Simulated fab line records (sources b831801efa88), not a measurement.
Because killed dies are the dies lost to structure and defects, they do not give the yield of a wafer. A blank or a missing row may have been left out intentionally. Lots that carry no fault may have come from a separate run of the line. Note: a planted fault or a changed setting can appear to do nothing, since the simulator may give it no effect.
Which tool was responsible? + flow gf180mcu + 12 lots with 36 wafers sampled at 5 steps, on a route of 602 steps

## WHAT THE GAUGES SHOWED, per wafer
GF_VT_IMPLANT_OVL_MEAS_07. Usual: VT_IMPLANT_OVL typically reads 0.6 nm, with standard deviation 1.2.
| lot  | measured     | on         | VT_IMPLANT_OVL (nm) | flag |
|------|--------------|------------|---------------------|------|
| L794 | day 5 14:41  | overlay-01 | 1.8 0.9 2.0         |      |
| L797 | day 6 06:00  | overlay-01 | -0.2 0.5 0.6        |      |
| L798 | day 6 17:52  | overlay-02 | 1.1 1.6 1.6         |      |
| L799 | day 6 19:53  | overlay-01 | 1.0 2.6 1.3         |      |
| L801 | day 7 07:15  | overlay-02 | -1.5 2.7 2.0        |      |
| L802 | day 7 13:47  | overlay-01 | 0.1 -0.2 0.3        |      |
| L804 | day 7 23:33  | overlay-01 | -1.2 -0.9 1.5       |      |
| L812 | day 10 07:00 | overlay-01 | - - -               | OFF  |
| L813 | day 10 11:50 | overlay-01 | - - -               | OFF  |
| L814 | day 11 00:32 | overlay-01 | 1.5 0.2 1.7         |      |
| L816 | day 11 11:08 | overlay-02 | -2.3 0.5 -0.2       |      |
| L817 | day 11 19:05 | overlay-02 | 1.8 0.1 0.9         |      |

GF_VT_IMPLANT_TW_MEAS_21. Usual: VT_IMPLANT_2_TW typically reads 1216, with standard deviation 9.5.
| lot  | measured     | on            | VT_IMPLANT_2_TW | flag |
|------|--------------|---------------|-----------------|------|
| L794 | day 6 04:58  | film-metro-03 | 1223 1227 1226  |      |
| L797 | day 6 20:38  | film-metro-02 | 1209 1207 1214  |      |
| L798 | day 7 08:11  | film-metro-02 | 1207 1203 1205  |      |
| L799 | day 7 10:42  | film-metro-02 | 1199 1210 1206  |      |
| L801 | day 7 23:52  | film-metro-03 | 1230 1224 1229  |      |
| L802 | day 8 06:35  | film-metro-03 | 1220 1218 1225  |      |
| L804 | day 8 15:55  | film-metro-02 | 1197 1199 1205  |      |
| L812 | day 11 01:45 | film-metro-02 | 1247 1247 1248  | OFF  |
| L813 | day 11 06:43 | film-metro-03 | 1262 1258 1262  | OFF  |
| L814 | day 11 19:10 | film-metro-02 | 1218 1210 1207  |      |
| L816 | day 12 06:07 | film-metro-02 | 1215 1211 1206  |      |
| L817 | day 12 14:13 | film-metro-02 | 1216 1217 1215  |      |

GF_VT_IMPLANT_TW_MEAS_32. Usual: VT_IMPLANT_3_TW typically reads 269.0, with standard deviation 2.3.
| lot  | measured     | on            | VT_IMPLANT_3_TW   | flag |
|------|--------------|---------------|-------------------|------|
| L794 | day 6 19:59  | film-metro-02 | 267.4 266.4 267.5 |      |
| L797 | day 7 10:59  | film-metro-03 | 272.2 271.0 270.4 |      |
| L798 | day 8 00:28  | film-metro-02 | 264.3 267.5 266.6 |      |
| L799 | day 8 02:23  | film-metro-01 | 266.0 267.1 267.6 |      |
| L801 | day 8 16:10  | film-metro-02 | 267.6 267.7 266.6 |      |
| L802 | day 8 22:38  | film-metro-03 | 270.3 269.8 270.6 |      |
| L804 | day 9 08:07  | film-metro-02 | 269.0 269.1 269.2 |      |
| L812 | day 11 20:15 | film-metro-01 | 570.6 574.2 575.0 | OFF  |
| L813 | day 12 00:43 | film-metro-03 | 588.1 583.7 589.1 | OFF  |
| L814 | day 12 13:37 | film-metro-02 | 269.5 269.3 268.0 |      |
| L816 | day 13 01:46 | film-metro-02 | 269.0 270.1 269.5 |      |
| L817 | day 13 10:43 | film-metro-03 | 272.0 271.8 273.7 |      |

GF_HV_LDD_OVL_MEAS_47. Usual: HV_LDD_03_OVL typically reads 1.3 nm, with standard deviation 1.3.
| lot  | measured     | on         | HV_LDD_03_OVL (nm) | flag |
|------|--------------|------------|--------------------|------|
| L794 | day 12 05:24 | overlay-01 | -0.4 0.1 -0.6      |      |
| L797 | day 13 02:37 | overlay-02 | 1.3 1.3 0.5        |      |
| L798 | day 13 20:23 | overlay-02 | 0.8 1.8 2.2        |      |
| L799 | day 13 20:42 | overlay-02 | 2.2 1.2 2.1        |      |
| L801 | day 14 11:28 | overlay-02 | 1.4 3.2 3.6        |      |
| L802 | day 14 19:19 | overlay-02 | 0.0 1.4 3.5        |      |
| L804 | day 15 10:58 | overlay-01 | 3.0 3.0 3.5        |      |
| L814 | day 19 10:14 | overlay-01 | 1.0 1.2 2.8        |      |
| L816 | day 19 23:50 | overlay-01 | -1.8 -1.3 -1.0     |      |
| L817 | day 20 09:05 | overlay-02 | 1.1 2.3 1.1        |      |

## WHICH TOOL RAN EACH LOT (tool, then ch and the chambers of the sampled wafers, then the start)
| lot  | GF_VT_IMPLANT_COAT_02             |
|------|-----------------------------------|
| L794 | litho-track-02 ch 0, day 5 07:11  |
| L797 | litho-track-02 ch 0, day 5 23:02  |
| L798 | litho-track-01 ch 0, day 6 10:57  |
| L799 | litho-track-03 ch 0, day 6 12:56  |
| L801 | litho-track-01 ch 0, day 7 00:02  |
| L802 | litho-track-02 ch 0, day 7 06:59  |
| L804 | litho-track-01 ch 0, day 7 14:48  |
| L812 | litho-track-02, day 9 22:46       |
| L813 | litho-track-03, day 10 04:20      |
| L814 | litho-track-02 ch 0, day 10 14:41 |
| L816 | litho-track-02 ch 0, day 11 02:23 |
| L817 | litho-track-02 ch 0, day 11 09:14 |
- GF_VT_IMPLANT_COAT_02: resist thk 1000 nm.

## AS READ BY THE TOOLS THEMSELVES (means over the sampled wafers that have a number; for cases with no such wafer, the mark the record gives instead)
GF_VT_IMPLANT_COAT_02. Usual: chill-plate-temp-C 23.00 C, standard deviation 0.097; dispense-pressure-kPa 51.4 kPa, standard deviation 2.3.
| lot  | tool           | chill-plate-temp-C (C) | dispense-pressure-kPa (kPa) | flag |
|------|----------------|------------------------|-----------------------------|------|
| L794 | litho-track-02 | 22.96                  | 50.6                        |      |
| L797 | litho-track-02 | 22.98                  | 50.7                        |      |
| L798 | litho-track-01 | 23.06                  | 49.8                        |      |
| L799 | litho-track-03 | 23.03                  | 56.4                        |      |
| L801 | litho-track-01 | 22.89                  | 49.8                        |      |
| L802 | litho-track-02 | 22.97                  | 50.6                        |      |
| L804 | litho-track-01 | 23.01                  | 49.8                        |      |
| L812 | litho-track-02 | -                      | -                           | OFF  |
| L813 | litho-track-03 | -                      | -                           | OFF  |
| L814 | litho-track-02 | 22.87                  | 50.6                        |      |
| L816 | litho-track-02 | 23.09                  | 50.6                        |      |
| L817 | litho-track-02 | 22.95                  | 50.6                        |      |

## THE ANSWER, worked out from the rows above alone
Rule: take the mean of a lot's wafers that have a number; if it is more than 3 standard deviations from the usual mean, the lot is off. A lot without any number at a reading at which 4 lots or more have one is off too. Where the step has rows for the other lots, those lots are counted as sound. The gauges are gone through in route order, then the tools' own readings, and for those a lot's mean is taken as printed above. At the first step where some lot is off, the reading lying furthest off is the one used; lots without a number count as furthest.
Off: at GF_VT_IMPLANT_OVL_MEAS_07 (VT_IMPLANT_OVL), L812, L813. Without a number there: L812, L813.
If a tool, at a process step before that reading, ran all the lots that are off and no sound lot after the first of them, it fits. Not tried: the gauges at GF_VT_IMPLANT_OVL_MEAS_07; whatever is off there is also off at GF_VT_IMPLANT_TW_MEAS_21, on other tools, and gauge error can't account for it. Of those tried, none fits.

## WHAT THE SIMULATOR HAD PUT IN
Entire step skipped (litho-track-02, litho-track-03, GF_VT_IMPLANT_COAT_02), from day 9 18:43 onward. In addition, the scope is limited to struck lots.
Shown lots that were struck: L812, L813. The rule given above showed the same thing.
